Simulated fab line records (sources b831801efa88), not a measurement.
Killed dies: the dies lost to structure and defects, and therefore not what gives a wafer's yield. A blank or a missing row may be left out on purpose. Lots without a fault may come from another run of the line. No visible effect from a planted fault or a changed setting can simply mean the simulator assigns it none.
Lot-split experiment    flow gf180mcu    on a route of 602 steps: 5 lots, 23 wafers read

SPLIT DETAILS
At GF_V3_CMP_04 (polishes SiO2), the setting leave_above_ref_nm was moved away from the recipe's 632.5 nm on 11 of the 23 wafers read, by -6.6% to +6.3%. All remaining wafers had this setting at the recipe value.

FROM THE SPLIT ON TO THE READING: in between, the file shows 1 step
- GF_V3_ETCH_16: etches BARC in N2/H2 (also split here: ion_energy_ev)

THE READING
oes_product_au, in a.u., at GF_V3_ETCH_17 (etches SiO2 in C4F8/O2/Ar, stops on TiN, target depth 635 nm). Typical for fault-free wafers on this fab line: 0.856 a.u., with standard deviation 0.0045 a.u.

wafer   tool, chamber at the split  leave_above_ref_nm as run, nm  against the recipe  oes_product_au, a.u.  against lot-mates on the recipe
L074.1  cmp-02, 0                   665.1                          +5.2%               0.892                 +0.029
L074.3  cmp-02, 3                   665.1                          +5.2%               0.878                 +0.015
L074.4  cmp-02, 2                   632.5                          recipe              0.859                 -
L074.5  cmp-02, 1                   632.5                          recipe              0.866                 -
L074.6  cmp-02, 0                   665.1                          +5.2%               0.877                 +0.014
L076.1  cmp-01, 0                   632.5                          recipe              0.853                 -
L076.4  cmp-01, 2                   632.5                          recipe              0.858                 -
L076.5  cmp-01, 1                   632.5                          recipe              0.864                 -
L080.1  cmp-01, 1                   590.7                          -6.6%               0.825                 -0.030
L080.2  cmp-01, 0                   590.7                          -6.6%               0.831                 -0.024
L080.4  cmp-01, 2                   632.5                          recipe              0.855                 -
L080.5  cmp-01, 2                   632.5                          recipe              0.849                 -
L080.6  cmp-01, 3                   632.5                          recipe              0.861                 -
L083.1  cmp-02, 1                   603.3                          -4.6%               0.839                 -0.016
L083.2  cmp-02, 2                   603.3                          -4.6%               0.832                 -0.023
L083.3  cmp-02, 0                   603.3                          -4.6%               0.835                 -0.020
L083.4  cmp-02, 3                   632.5                          recipe              0.852                 -
L083.6  cmp-02, 2                   632.5                          recipe              0.859                 -
L085.1  cmp-01, 3                   672.3                          +6.3%               0.889                 +0.032
L085.2  cmp-01, 2                   632.5                          recipe              0.862                 -
L085.4  cmp-01, 0                   672.3                          +6.3%               0.887                 +0.030
L085.5  cmp-01, 1                   632.5                          recipe              0.853                 -
L085.6  cmp-01, 2                   672.3                          +6.3%               0.882                 +0.025

FIT RESULTS
A straight line over all 23 wafers: oes_product_au changes by +0.00463 a.u. for each +1% of leave_above_ref_nm; r = +0.97; the points scatter about the line by 0.005 a.u.
The same after taking each lot's own level away (the mean of its wafers on the recipe; 23 wafers): +0.00423 a.u. for each +1%; r = +0.97; scatter 0.0047 a.u.
The reading moves by 0.028 a.u. for the largest change in leave_above_ref_nm, on that fit.
The span of the lots' own levels, 0.8550 to 0.8625 a.u., comes to 1.7 times the standard deviation stated above.
Hence the lot-to-lot level has little effect on the slope; both slopes agree.
Check: -0.0275 a.u. against its lot-mates is what the line predicts for one of the wafers moved furthest among these (-6.6%) when that wafer is left out of the fit. Against them it came out at -0.03 a.u.
Tool readings at the split's step, against how far the setting was moved: time_to_endpoint_s r = -0.84.

OTHER SPLITS APPLIED TO THESE WAFERS
Note: prior to the reading, these wafers also went through further splits. Each is held against what the fit with the lots' levels taken away leaves over:
other split on the same wafers        wafers away from the commonest value  r with oes_product_au (lot level and that fit taken away)
GF_V1_COAT_09 resist_thk_nm           11                                    +0.05
GF_V1_SOFTBAKE_10 temp_c              3                                     -0.15
GF_M2_SPUTTER_00 power_w              10                                    +0.07
GF_M2_EXPOSE_11 dose_mj               4                                     -0.10
GF_M2_METAL_ETCH_16 time_s            5                                     -0.02
GF_V2_COAT_09 resist_thk_nm           9                                     -0.08
GF_V2_SPUTTER_22 chamber_pressure_pa  18                                    -0.04
GF_M3_SPUTTER_04 time_s               7                                     +0.23
GF_M3_STRIP_17 platen_temp_c          7                                     -0.03
GF_V3_ETCH_16 ion_energy_ev           10                                    +0.13

THE WHOLE CHAIN: every reading that the file lists as answering this split, in the file's order
step           what it does                                                  reading                                                                    change (the file's fit)                    r (the file's)
GF_V3_CMP_04   polishes SiO2                                                 time_to_endpoint_s                                                         withheld for each +1% of the setting       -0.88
GF_V3_CMP_04   polishes SiO2                                                 SiO2_of_V3_CVD_02.thk_nm (the simulator's own value, which no gauge read)  +6.39 nm for each +1% of the setting       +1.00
GF_V3_ETCH_17  etches SiO2 in C4F8/O2/Ar, stops on TiN, target depth 635 nm  oes_product_au                                                             +0.00422 a.u. for each +1% of the setting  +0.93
GF_V3_ETCH_17  etches SiO2 in C4F8/O2/Ar, stops on TiN, target depth 635 nm  V3.feature_depth_nm (the simulator's own value, which no gauge read)       +6.39 nm for each +1% of the setting       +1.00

THE FILE'S OWN FIT
oes_product_au changes by +0.00422 a.u. for each +1% of leave_above_ref_nm, r = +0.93.
